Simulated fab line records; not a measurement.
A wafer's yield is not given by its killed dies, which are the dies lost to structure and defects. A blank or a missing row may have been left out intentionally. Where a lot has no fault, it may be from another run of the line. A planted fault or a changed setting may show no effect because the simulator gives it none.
Tool commonality check / flow gf180mcu / 42 wafers sampled across 14 lots

== WHY THIS WAS OPENED ==
At GF_M5_CD_MEAS_07 the reading cd-nm is flagged on 2 of 14 lots. No-fault wafers: 279.6 nm, standard deviation 1.2.
Rule: a lot is flagged in two cases, either no wafer of it has a number, or all its wafers with numbers fall more than 4 standard deviations from that mean. The other lots count as sound.

lot=L158; measured=day 26 08:19; on=cd-sem-01; cd-nm (nm), wafer by wafer=280.3 279.5 279.8; flag=
lot=L160; measured=day 27 04:34; on=cd-sem-02; cd-nm (nm), wafer by wafer=282.3 280.9 282.1; flag=
lot=L162; measured=day 27 23:46; on=cd-sem-02; cd-nm (nm), wafer by wafer=222.4 222.7 236.9; flag=FLAGGED
lot=L163; measured=day 28 06:46; on=cd-sem-02; cd-nm (nm), wafer by wafer=240.2 251.9 268.1; flag=FLAGGED
lot=L169; measured=day 29 23:27; on=cd-sem-01; cd-nm (nm), wafer by wafer=279.4 279.9 280.4; flag=
lot=L171; measured=day 30 15:01; on=cd-sem-02; cd-nm (nm), wafer by wafer=279.1 279.3 277.9; flag=
lot=L172; measured=day 30 17:47; on=cd-sem-02; cd-nm (nm), wafer by wafer=279.5 278.8 278.9; flag=
lot=L174; measured=day 31 14:33; on=cd-sem-01; cd-nm (nm), wafer by wafer=280.5 280.8 279.8; flag=
lot=L176; measured=day 32 01:04; on=cd-sem-01; cd-nm (nm), wafer by wafer=277.4 278.6 278.4; flag=
lot=L175; measured=day 32 02:26; on=cd-sem-01; cd-nm (nm), wafer by wafer=277.7 278.4 279.1; flag=
lot=L177; measured=day 32 04:36; on=cd-sem-01; cd-nm (nm), wafer by wafer=282.2 280.9 280.7; flag=
lot=L178; measured=day 32 11:00; on=cd-sem-01; cd-nm (nm), wafer by wafer=280.9 280.4 279.6; flag=
lot=L179; measured=day 32 22:02; on=cd-sem-02; cd-nm (nm), wafer by wafer=281.0 280.3 280.5; flag=
lot=L180; measured=day 32 23:46; on=cd-sem-01; cd-nm (nm), wafer by wafer=279.8 278.5 279.2; flag=
On average the flagged lots' numbers are 240.4 nm, which is -39.2 nm against the usual, or -33 standard deviations.

== EACH LOT AND THE TOOL IT RAN ON ==
3 process steps preceding the reading are held in the record, out of 602 steps in the route. In each cell: the tool, then ch and the chambers that the sampled wafers went through, then the start.
lot=L158; flag=; GF_V4_CVD_02=pecvd-03 ch 0,1,2, day 23 13:34; GF_V4_ETCH_17=rie-diel-01 ch 0,1, day 24 13:18 or earlier; GF_M5_EXPOSE_04=krf-scanner-02 ch 0, day 25 22:38
lot=L160; flag=; GF_V4_CVD_02=pecvd-02 ch 0,2, day 24 09:59; GF_V4_ETCH_17=rie-diel-02 ch 1,2,3, day 25 09:11 or earlier; GF_M5_EXPOSE_04=krf-scanner-02 ch 0, day 26 17:53
lot=L162; flag=FLAGGED; GF_V4_CVD_02=pecvd-02 ch 0,1, day 25 06:57; GF_V4_ETCH_17=rie-diel-01 ch 0,2,3, day 26 05:54 or earlier; GF_M5_EXPOSE_04=krf-scanner-01 ch 0, day 27 13:34
lot=L163; flag=FLAGGED; GF_V4_CVD_02=pecvd-02 ch 1,2, day 25 16:36; GF_V4_ETCH_17=rie-diel-01 ch 1,3, day 26 15:08 or earlier; GF_M5_EXPOSE_04=krf-scanner-01 ch 0, day 27 21:52
lot=L169; flag=; GF_V4_CVD_02=pecvd-03 ch 0,2, day 27 10:07; GF_V4_ETCH_17=rie-diel-01 ch 1,2,3, day 28 08:23 or earlier; GF_M5_EXPOSE_04=krf-scanner-02 ch 0, day 29 14:53
lot=L171; flag=; GF_V4_CVD_02=pecvd-01 ch 0,2, day 28 04:01; GF_V4_ETCH_17=rie-diel-01 ch 1,2, day 29 00:59 or earlier; GF_M5_EXPOSE_04=krf-scanner-02 ch 0, day 30 05:38
lot=L172; flag=; GF_V4_CVD_02=pecvd-03 ch 0,1,2, day 28 06:27; GF_V4_ETCH_17=rie-diel-04 ch 0,2,3, day 29 03:35 or earlier; GF_M5_EXPOSE_04=krf-scanner-02 ch 0, day 30 08:43
lot=L174; flag=; GF_V4_CVD_02=pecvd-01 ch 0,2, day 29 05:32; GF_V4_ETCH_17=rie-diel-04 ch 0,1,2, day 30 02:23 or earlier; GF_M5_EXPOSE_04=krf-scanner-01 ch 0, day 31 06:46
lot=L176; flag=; GF_V4_CVD_02=pecvd-03 ch 0,1,2, day 29 18:06; GF_V4_ETCH_17=rie-diel-01 ch 2,3, day 30 13:37 or earlier; GF_M5_EXPOSE_04=krf-scanner-02 ch 0, day 31 16:56
lot=L175; flag=; GF_V4_CVD_02=pecvd-03 ch 0,2, day 29 19:20; GF_V4_ETCH_17=rie-diel-01 ch 1,2,3, day 30 15:16 or earlier; GF_M5_EXPOSE_04=krf-scanner-01 ch 0, day 31 17:58
lot=L177; flag=; GF_V4_CVD_02=pecvd-02 ch 0,1, day 29 19:50; GF_V4_ETCH_17=rie-diel-01 ch 0,2, day 30 16:11 or earlier; GF_M5_EXPOSE_04=krf-scanner-02 ch 0, day 31 19:44
lot=L178; flag=; GF_V4_CVD_02=pecvd-03 ch 1,2, day 30 04:05; GF_V4_ETCH_17=rie-diel-01 ch 0,2, day 30 23:28 or earlier; GF_M5_EXPOSE_04=krf-scanner-01 ch 0, day 32 03:11
lot=L179; flag=; GF_V4_CVD_02=pecvd-03 ch 0,1, day 30 16:07; GF_V4_ETCH_17=rie-diel-04 ch 0,3, day 31 11:49 or earlier; GF_M5_EXPOSE_04=krf-scanner-01 ch 0, day 32 13:58
lot=L180; flag=; GF_V4_CVD_02=pecvd-01 ch 0,2, day 30 17:15; GF_V4_ETCH_17=rie-diel-01 ch 0,3, day 31 13:06 or earlier; GF_M5_EXPOSE_04=krf-scanner-02 ch 0, day 32 15:28
What the steps here do:
- GF_V4_CVD_02: deposits SiO2 from TEOS, target thk 850 nm, time 94.851 s.
- GF_V4_ETCH_17: etches SiO2 in C4F8/O2/Ar, stops on TiN, target depth 630 nm.
- GF_M5_EXPOSE_04: exposes mask Metal5, target cd 280 nm.
- GF_M5_CD_MEAS_07: target cd 280 nm.

== FLAGGED OVER TOTAL, TOOL BY TOOL (the gauges that took the reading come last) ==
step=GF_V4_CVD_02; tool=pecvd-01; lots run=3; flagged=0; share of the flagged lots=none; sound lots run after its first flagged lot=-
step=GF_V4_CVD_02; tool=pecvd-02; lots run=4; flagged=2; share of the flagged lots=all; sound lots run after its first flagged lot=1 (L177)
step=GF_V4_CVD_02; tool=pecvd-03; lots run=7; flagged=0; share of the flagged lots=none; sound lots run after its first flagged lot=-
step=GF_V4_ETCH_17; tool=rie-diel-01; lots run=10; flagged=2; share of the flagged lots=all; sound lots run after its first flagged lot=7 (L169,L171,L176,L175,L177,L178,L180)
step=GF_V4_ETCH_17; tool=rie-diel-02; lots run=1; flagged=0; share of the flagged lots=none; sound lots run after its first flagged lot=-
step=GF_V4_ETCH_17; tool=rie-diel-04; lots run=3; flagged=0; share of the flagged lots=none; sound lots run after its first flagged lot=-
step=GF_M5_EXPOSE_04; tool=krf-scanner-01; lots run=6; flagged=2; share of the flagged lots=all; sound lots run after its first flagged lot=4 (L174,L175,L178,L179)
step=GF_M5_EXPOSE_04; tool=krf-scanner-02; lots run=8; flagged=0; share of the flagged lots=none; sound lots run after its first flagged lot=-
step=GF_M5_CD_MEAS_07; tool=cd-sem-01; lots run=8; flagged=0; share of the flagged lots=none; sound lots run after its first flagged lot=-
step=GF_M5_CD_MEAS_07; tool=cd-sem-02; lots run=6; flagged=2; share of the flagged lots=all; sound lots run after its first flagged lot=3 (L171,L172,L179)
GF_V4_ETCH_17 gives no start for some lots, so the hours and the order of its lots are those of GF_V4_RS_MEAS_24.

== WHAT THE TABLE PERMITS ==
4 rows of the table ran every flagged lot: pecvd-02 at GF_V4_CVD_02, rie-diel-01 at GF_V4_ETCH_17, krf-scanner-01 at GF_M5_EXPOSE_04, cd-sem-02 at GF_M5_CD_MEAS_07.
- pecvd-02 at GF_V4_CVD_02: 2 of its 4 lots flagged. Sound lots ran on it after the first flagged one (L177), which a lasting fault on the whole tool wouldn't allow.
- rie-diel-01 at GF_V4_ETCH_17: 2 of its 10 lots flagged. Sound lots ran on it after the first flagged one (L169, L171, L176, L175, L177, L178, L180), which a lasting fault on the whole tool wouldn't allow.
- krf-scanner-01 at GF_M5_EXPOSE_04: 2 of its 6 lots flagged. Sound lots ran on it after the first flagged one (L174, L175, L178, L179), which a lasting fault on the whole tool wouldn't allow.
- cd-sem-02 at GF_M5_CD_MEAS_07: 2 of its 6 lots flagged. Sound lots ran on it after the first flagged one (L171, L172, L179), which a lasting fault on the whole tool wouldn't allow.
Every row of the table either missed a flagged lot or ran a sound lot after the first.

== WHAT HAD BEEN PUT IN BY THE SIMULATOR ==
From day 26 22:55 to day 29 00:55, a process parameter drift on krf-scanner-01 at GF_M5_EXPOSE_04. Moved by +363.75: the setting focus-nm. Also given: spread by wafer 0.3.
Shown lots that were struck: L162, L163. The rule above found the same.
